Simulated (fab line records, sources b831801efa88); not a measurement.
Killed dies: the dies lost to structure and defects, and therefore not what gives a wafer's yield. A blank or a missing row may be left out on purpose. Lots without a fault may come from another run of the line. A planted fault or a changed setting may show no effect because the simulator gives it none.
8D (eight disciplines) problem report, filled in by code | flow gf180mcu | the parts of the form that need people (team, actions taken, sign-off) are left out

1. PROBLEM STATEMENT
V1_W_RS at GF_V1_RS_MEAS_24 reads a mean of 0.437 ohm/sq on 1 wafer of 1 lot; wafers without a fault read 0.330 ohm/sq with a standard deviation of 0.003. That puts it +36 standard deviations away from the usual mean.
The step: measures by four-point-probe.
Earliest sighting: wafer L941.4 on film metro-03 at day 22 04:55. Wafers with a number at this step in the record: 33, from 11 lots. By rule, "out" or "out of limits" means more than 4 standard deviations away from the usual mean. Any other wafer with a number is counted as sound.

2. WHAT THIS IS AND IS NOT
question                    | is                | is not
which readings at this step | V1_W_RS           | -
which lots                  | L941              | L930, L931, L933, L934, L935, L939, L946, L950, L951, L953
which wafers of those lots  | L941.4            | L941.2, L941.5
read on which gauges        | film metro-03     | film metro-01, film metro-02
when                        | from day 22 04:55 | up to then (20 sound wafers); but 12 sound wafers of L946, L950, L951, L953 came after

3. WHAT RULES OUT EACH SUSPECT
Counting: any tool at a process step up to the reading remains a suspect provided it ran every lot that is out. Sound lots after the first of them don't rule it out here, since some wafers of a struck lot are sound.
- the gauge at GF_V1_RS_MEAS_24 has been ruled out. All the wafers that are out were read on film metro-03, but those of them that GF_V1_CMP_26 has rows for are out there too, on other tools.
- cvd w-02 at GF_V1_CVD_23 (deposits W, target thk 350 nm, time 105.05 s): kept. It processed L941, the lot that is out, at day 22 04:47, and its most recent sound lot before then was L934 at day 19 23:08.
- The sound lot-mates ran in chamber 1 of cvd w-02 at GF_V1_CVD_23, but the wafers that are out ran in chamber 0.
After counting, what remains is cvd w-02 at GF_V1_CVD_23.

4. THE CAUSE (what the simulator had put in)
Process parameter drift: cvd w-02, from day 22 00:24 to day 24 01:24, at GF_V1_CVD_23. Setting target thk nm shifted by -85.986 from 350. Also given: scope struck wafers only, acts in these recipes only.
After counting, this tool was the only one left.

5. THE EFFECT CHAIN, in route order
One row per reading whose mean, taken over the struck wafers that have a number, lies over 3 standard deviations from the usual. Only readings whose record carries a usual standard deviation are examined. hours: median over the lots of the time between each lot's start at the first step of this table that gives one and its start at this step. sigmas: the change, counted in usual standard deviations.
hours | step              | reading            | usual        | on struck wafers | change | sigmas
0     | GF_V1_RS_MEAS_24  | V1_W_RS            | 0.330 ohm/sq | 0.437            | +0.107 | +36
0     | GF_V1_THK_MEAS_25 | V1_W_THK           | 345 nm       | 258              | -87    | -13
0     | GF_V1_CMP_26      | time to endpoint s | 82 s         | 60               | -22    | -6.9
It contains these process steps:
- GF_V1_CMP_26: polishes, stops on SiO2, t overpolish 15 s, target thk 0 nm.

6. WHAT WOULD HAVE CAUGHT IT SOONER
5 hours passed between the start of the fault at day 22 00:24 and the first reading out of limits at a measuring or inspecting step in this record, taken at day 22 04:55.
No tool reading at GF_V1_CVD_23 that has a usual standard deviation in the record was out on any struck wafer, so an alarm limit of 4 standard deviations on those readings would not have fired.
Lots out: 1; all had begun GF_V1_CVD_23 on cvd w-02 by day 22 04:55. A hold on the tool at that time would have spared none of them.
